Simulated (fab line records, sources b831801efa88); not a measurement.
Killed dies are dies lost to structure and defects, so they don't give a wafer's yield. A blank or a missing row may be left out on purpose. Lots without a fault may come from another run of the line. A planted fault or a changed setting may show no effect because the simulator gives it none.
A struck lot beside a sound one | flow sky130 | 37 steps out of a route of 708
Sound: wafers L470.3, L470.4, L470.6. Struck: wafers L481.1, L481.4, L481.6. The cause comes at the end.
At each step with rows: each side's tool, then ch and its chambers, then its first start. Under that, the readings that differ: sound wafers | struck wafers | difference of the means | sigmas: that difference in standard deviations of wafers without a fault.
alike: readings whose means differ by less than 2 such deviations, and words and numbers that are the same on both sides. not compared: withheld readings, readings that some wafer has no value for, bounds like >300 that may hide the same value, and numbers for which the record gives no deviation and whose values overlap.
The two part at a step that has a row with sigmas, a row that says differs or no value, or rows on one side only. Numbers that don't overlap but have no deviation are shown without sigmas and don't part them. A reading that every wafer of one side lacks parts them only if that side has two wafers or more.

first, 10 steps without rows for these wafers: SKY_CAP2M_DEHYDRATE_05 (time 60 s); SKY_CAP2M_HMDS_06 (prime time 60 s); SKY_CAP2M_COAT_07 (resist thk 1140 nm); SKY_CAP2M_SOFTBAKE_08 (time 60 s); SKY_CAP2M_EXPOSE_09 (exposes mask CAP2M, target cd 1000 nm); SKY_CAP2M_PEB_10; SKY_CAP2M_DEVELOP_11 (develop time 60 s); SKY_CAP2M_METAL_ETCH_13 (etches TiN in Cl2/BCl3, stops on SiO2, target depth 220 nm, time 62.9 s); SKY_CAP2M_STRIP_14 (strips in O2/N2); SKY_CAP2M_STRIP_15 (strips in post etch residue remover, time 1200 s).
SKY_CAP2M_CLEAN_16: cleans in IPA, time 180 s.
  sound on wet_bench-03 ch 3, day 42 17:57; struck on wet_bench-03 ch 1, day 45 23:41
then, 25 steps without rows for these wafers: SKY_CAP2M_CLEAN_17 (cleans in O3/DIW); SKY_METAL4_DEHYDRATE_05 (time 60 s); SKY_METAL4_HMDS_06 (prime time 60 s); SKY_METAL4_COAT_07 (resist thk 60 nm); SKY_METAL4_COAT_08 (resist thk 1140 nm); SKY_METAL4_SOFTBAKE_09 (time 90 s); SKY_METAL4_EXPOSE_10 (exposes mask MM4, target cd 300 nm); SKY_METAL4_PEB_11; SKY_METAL4_DEVELOP_12 (develop time 60 s); SKY_METAL4_DESCUM_15 (chemistry O2, time 8 s); SKY_METAL4_ETCH_16 (etches BARC in N2/H2, stops on SiO2, time 88.2 s, target depth 60 nm); SKY_METAL4_ETCH_17 (etches SiO2 in C4F8/O2/Ar, stops on TiN, time 3.9 s, target depth 15 nm); SKY_METAL4_METAL_ETCH_18 (etches the open film in Cl2/BCl3, stops on SiO2, target depth 845 nm, time 183.1 s); SKY_METAL4_STRIP_19 (strips in O2/N2); SKY_METAL4_STRIP_20 (strips in post etch residue remover, time 1200 s); SKY_METAL4_CLEAN_21 (cleans in IPA, time 180 s); SKY_METAL4_CLEAN_22 (cleans in O3/DIW); SKY_VIA4_HDPCVD_00 (deposits SiO2, target thk 1750 nm, time 291.7 s); SKY_VIA4_CMP_02 (polishes SiO2); SKY_VIA4_DEHYDRATE_04 (time 60 s); SKY_VIA4_HMDS_05 (prime time 60 s); SKY_VIA4_COAT_06 (resist thk 1140 nm); SKY_VIA4_SOFTBAKE_07 (time 60 s); SKY_VIA4_EXPOSE_08 (exposes mask VIM4, target cd 800 nm); SKY_VIA4_PEB_09.
-- the record jumps here: 4 days lie between the struck wafers' starts before and after (it left off in module VIA4 and takes up again in module PAD_OPEN, whose first step shown is number 708 of the route) --
SKY_PAD_OPEN_PROBE_99:
  the record has rows for the struck wafers here (prober-01, day 50 04:06) and none for the sound ones

WHERE THEY PART
Only at SKY_PAD_OPEN_PROBE_99, within this record.

WHY: what the simulator had put in
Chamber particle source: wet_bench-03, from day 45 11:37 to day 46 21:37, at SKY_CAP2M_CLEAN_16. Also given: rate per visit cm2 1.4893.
